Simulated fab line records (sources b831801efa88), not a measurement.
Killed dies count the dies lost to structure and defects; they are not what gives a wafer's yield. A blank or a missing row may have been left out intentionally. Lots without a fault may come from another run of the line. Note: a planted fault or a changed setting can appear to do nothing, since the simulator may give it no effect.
The tool behind it: which one?	flow sky130	36 wafers from 12 lots sampled at 5 of the route's 708 steps

## WHAT EACH GAUGE READ, for each wafer
SKY_VIA1_THK_MEAS_01.
lot	measured	on	VIA1_HDPCVD_THK (nm)
L497	day 33 11:35	filmMetro-04	1018 1023 1042
L499	day 34 02:50	filmMetro-03	1023 1039 1020
L502	day 35 00:22	filmMetro-03	1017 1023 1029
L501	day 35 01:40	filmMetro-03	1020 1029 1013
L504	day 35 11:10	filmMetro-03	1032 1045 1035
L505	day 35 15:04	filmMetro-02	1034 1053 1034
L507	day 36 05:26	filmMetro-03	1032 871 1002
L510	day 36 18:18	filmMetro-02	1021 995 866
L514	day 37 20:28	filmMetro-02	1014 1021 1014
L516	day 38 14:16	filmMetro-02	1036 1038 1035
L518	day 39 08:08	filmMetro-03	1013 1033 1028
L519	day 39 09:43	filmMetro-03	1032 1003 1035

SKY_VIA1_BOW_MEAS_03.
lot	measured	on	VIA1_BOW (um)
L497	day 33 11:56	filmMetro-03	93 83 81
L499	day 34 03:13	filmMetro-02	81 95 86
L502	day 35 00:43	filmMetro-04	91 84 73
L501	day 35 02:01	filmMetro-02	88 80 86
L504	day 35 11:32	filmMetro-03	87 90 72
L505	day 35 15:26	filmMetro-02	87 83 76
L507	day 36 05:49	filmMetro-04	89 85 85
L510	day 36 18:40	filmMetro-02	83 83 84
L514	day 37 20:49	filmMetro-02	88 81 90
L516	day 38 14:44	filmMetro-02	88 98 93
L518	day 39 08:29	filmMetro-04	84 88 77
L519	day 39 10:05	filmMetro-02	86 88 76

## TOOL THAT RAN EACH LOT (tool first, then ch and the chambers of the sampled wafers, then the start)
lot	SKY_METAL1_SPUTTER_00	SKY_VIA1_HDPCVD_00	SKY_VIA1_CMP_02
L497	pvdSputter-02, day 32 07:15	hdpcvd-02 ch 0,1,2, day 33 11:28	cmp-02 ch 0,1,3, day 33 11:44
L499	pvdSputter-01, day 32 22:29	hdpcvd-02 ch 0,1,2, day 34 02:43	cmp-02 ch 2,3, day 34 02:56
L502	pvdSputter-03, day 33 20:58	hdpcvd-01 ch 1,2, day 35 00:15	cmp-02 ch 0,1,2, day 35 00:31
L501	pvdSputter-03, day 33 22:29	hdpcvd-02 ch 0,1, day 35 01:33	cmp-01 ch 2,3, day 35 01:46
L504	pvdSputter-03, day 34 07:47	hdpcvd-01 ch 1,2, day 35 11:03	cmp-02 ch 0,2, day 35 11:16
L505	pvdSputter-03, day 34 11:29	hdpcvd-01 ch 0,1,2, day 35 14:57	cmp-01 ch 1,2, day 35 15:10
L507	pvdSputter-01, day 35 02:02	hdpcvd-02 ch 0,1,2, day 36 05:21	cmp-02 ch 0,1,2, day 36 05:34
L510	pvdSputter-01, day 35 16:02	hdpcvd-02 ch 0,1,2, day 36 18:11	cmp-02 ch 0,1,2, day 36 18:24
L514	pvdSputter-02, day 36 17:44	hdpcvd-01 ch 0,2, day 37 20:21	cmp-02 ch 0,1,3, day 37 20:37
L516	pvdSputter-01, day 37 12:05	hdpcvd-01 ch 0,1,2, day 38 14:09	cmp-01 ch 1,3, day 38 14:29
L518	pvdSputter-02, day 38 06:11	hdpcvd-02 ch 0,1, day 39 08:01	cmp-01 ch 0,1,3, day 39 08:17
L519	pvdSputter-01, day 38 07:06	hdpcvd-02 ch 0,1,2, day 39 09:37	cmp-01 ch 0,1,2, day 39 09:47
- SKY_METAL1_SPUTTER_00: material Ti, target thk 15 nm, time 10 s.
- SKY_VIA1_HDPCVD_00: deposits SiO2, target thk 1030 nm, time 171.7 s.
- SKY_VIA1_CMP_02: polishes SiO2.

## WHAT THE TOOLS THEMSELVES READ (means of the sampled wafers that have a number; where no wafer has one, the mark that the record gives instead)
SKY_METAL1_SPUTTER_00.
lot	tool	throttleValvePct (%)
L497	pvdSputter-02	30.7
L499	pvdSputter-01	29.8
L502	pvdSputter-03	28.7
L501	pvdSputter-03	29.2
L504	pvdSputter-03	29.3
L505	pvdSputter-03	29.0
L507	pvdSputter-01	29.8
L510	pvdSputter-01	29.9
L514	pvdSputter-02	31.6
L516	pvdSputter-01	29.6
L518	pvdSputter-02	30.5
L519	pvdSputter-01	29.9

SKY_VIA1_HDPCVD_00.
lot	tool	sih4FlowSccm (sccm)	susceptorTempC (C)
L497	hdpcvd-02	59.89	400.19
L499	hdpcvd-02	60.12	399.95
L502	hdpcvd-01	60.04	399.83
L501	hdpcvd-02	60.16	399.95
L504	hdpcvd-01	59.88	400.10
L505	hdpcvd-01	60.08	399.97
L507	hdpcvd-02	57.05	399.94
L510	hdpcvd-02	57.14	400.01
L514	hdpcvd-01	60.07	400.06
L516	hdpcvd-01	59.96	400.09
L518	hdpcvd-02	60.07	400.09
L519	hdpcvd-02	59.84	399.89

SKY_VIA1_CMP_02.
lot	tool	motorCurrentA (A)
L497	cmp-02	12.4
L499	cmp-02	13.6
L502	cmp-02	12.7
L501	cmp-01	11.2
L504	cmp-02	12.1
L505	cmp-01	11.3
L507	cmp-02	12.3
L510	cmp-02	12.2
L514	cmp-02	12.5
L516	cmp-01	11.5
L518	cmp-01	11.5
L519	cmp-01	11.0

## THE ANSWER, worked out from the rows above alone
Rule: what is usual is taken from the lots themselves. The widest of any qualifying gaps counts: lots, ordered by their means at a reading, are off when they make up no more than a third of the lots, leave a main group of 4 or more, and stand apart from it by 3 or more times the standard deviation of that group's means. Not used: any main group whose means are identical at the precision the tables above print for the reading. Also off: a lot with no number at a reading for which 4 or more lots have one. The other lots that the step has rows for count as sound. The gauges are gone through in route order, then the tools' own readings, and for those a lot's mean is taken as printed above. At the first step where some lot is off, the reading lying furthest off is the one used; lots without a number count as furthest.
Off: at SKY_VIA1_THK_MEAS_01 (VIA1_HDPCVD_THK), L507, L510. For the main group the mean is 1028 nm and the standard deviation 7.5.
If a tool, at a process step before that reading, ran all the lots that are off and no sound lot after the first of them, it fits. The gauges at SKY_VIA1_THK_MEAS_01 aren't tried: what is off there is off at SKY_VIA1_HDPCVD_00 too, on other tools, and a gauge's error can't cause that. None of those tried fits.

## WHAT THE SIMULATOR PUT IN
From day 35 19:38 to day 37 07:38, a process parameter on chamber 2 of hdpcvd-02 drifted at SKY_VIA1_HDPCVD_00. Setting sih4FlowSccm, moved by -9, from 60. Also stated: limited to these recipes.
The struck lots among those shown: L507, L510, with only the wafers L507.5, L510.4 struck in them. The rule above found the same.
